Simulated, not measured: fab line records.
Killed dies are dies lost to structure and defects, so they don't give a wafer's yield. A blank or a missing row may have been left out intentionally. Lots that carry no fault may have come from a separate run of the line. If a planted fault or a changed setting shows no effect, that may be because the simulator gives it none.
The same fault as seen by 2 desks + flow sky130 + every desk sees just its own numbers, and what lay behind them comes last

== METROLOGY DESK ==
Means of the sampled wafers that have a number, per lot and without regard to the tool the lot ran on: this is what the gauges read. A lot is out of limits, marked OUT, if its mean lies more than 4 standard deviations from the usual mean; the brackets give that distance.
Columns: A = SONOS_TUNNEL_OVL at SKY_SONOS_TUNNEL_OVL_MEAS_08, usual 0.3 nm; B = SONOS_ONO_CVD_04_THK at SKY_SONOS_ONO_THK_MEAS_05, usual 5.78 nm; C = SONOS_ONO_OVL at SKY_SONOS_ONO_OVL_MEAS_14, usual 0.9 nm; D = LDD_N_OVL at SKY_LDD_N_OVL_MEAS_07, usual -0.1 nm
| lot  | first seen here | A    | B    | C    | D              |
|------|-----------------|------|------|------|----------------|
| L764 | day 11 11:27    | 0.2  | 5.65 | 0.8  | -2.1           |
| L765 | day 11 12:53    | -0.9 | 5.89 | 2.4  | -0.5           |
| L767 | day 13 07:00    | -1.8 | 5.86 | 0.4  | -0.3           |
| L770 | day 14 02:20    | 2.4  | 5.75 | 0.7  | -0.7           |
| L772 | day 14 22:13    | -0.0 | 5.84 | 1.6  | -0.2           |
| L776 | day 15 09:50    | 0.2  | 5.72 | 1.5  | 0.6            |
| L777 | day 16 09:16    | -0.5 | 5.59 | 0.5  | 55.1 (+42) OUT |
| L779 | day 16 18:24    | -0.5 | 5.83 | 1.5  | 51.9 (+40) OUT |
| L780 | day 17 02:44    | 0.0  | 5.77 | 0.4  | 53.8 (+41) OUT |
| L781 | day 17 04:42    | 0.7  | 5.80 | 2.6  | 54.0 (+42) OUT |
| L783 | day 17 22:02    | -1.4 | 5.79 | -1.3 | 1.2            |
| L784 | day 18 00:35    | -0.7 | 5.87 | 2.9  | 0.3            |
| L787 | day 19 01:28    | 0.7  | 5.79 | 4.4  | -0.9           |
This desk reports L777, L779, L780, L781 out of limits; the earliest was L777 at day 23 07:35 (LDD_N_OVL at SKY_LDD_N_OVL_MEAS_07). L764, L765, L767, L770, L772, L776, L783, L784, L787 stayed within limits.

== FOR THE TOOL OWNER'S DESK: iline stepper-01 ==
The tool's own readings at SKY_LDD_N_EXPOSE_04 (exposes mask NTM, target cd 840 nm): means of the sampled wafers that have a number, for each lot that ran on this tool. A lot is out of limits, marked OUT, if its mean lies more than 4 standard deviations from the usual mean; the brackets give that distance.
Columns: A = focus offset nm at SKY_LDD_N_EXPOSE_04, usual -0.1 nm
| lot  | first seen here | A    |
|------|-----------------|------|
| L764 | day 17 00:19    | -0.5 |
| L765 | day 17 04:37    | 0.0  |
| L767 | day 19 04:29    | -0.0 |
| L770 | day 20 07:58    | 0.7  |
| L777 | day 22 17:01    | -0.7 |
| L779 | day 23 07:14    | -0.5 |
| L780 | day 23 12:55    | -0.6 |
| L781 | day 23 14:40    | -0.4 |
This desk's verdict: no lot among the 8 shows anything out of limits.

== BROUGHT TOGETHER ==
Metrology desk: alarm possible at day 23 07:35 on L777, L779, L780, L781.
The tool owner's desk saw nothing out of limits.
The tool owner's desk has L777, L779, L780, L781 on record, within its limits.
On iline stepper-01, each named lot ran SKY_LDD_N_EXPOSE_04.

== WHAT HAD BEEN PUT IN BY THE SIMULATOR ==
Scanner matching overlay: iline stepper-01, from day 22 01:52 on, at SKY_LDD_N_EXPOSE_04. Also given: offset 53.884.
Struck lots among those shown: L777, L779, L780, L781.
Time in hours between the start of the fault and the first out-of-limits reading at each desk: metrology desk, 30.
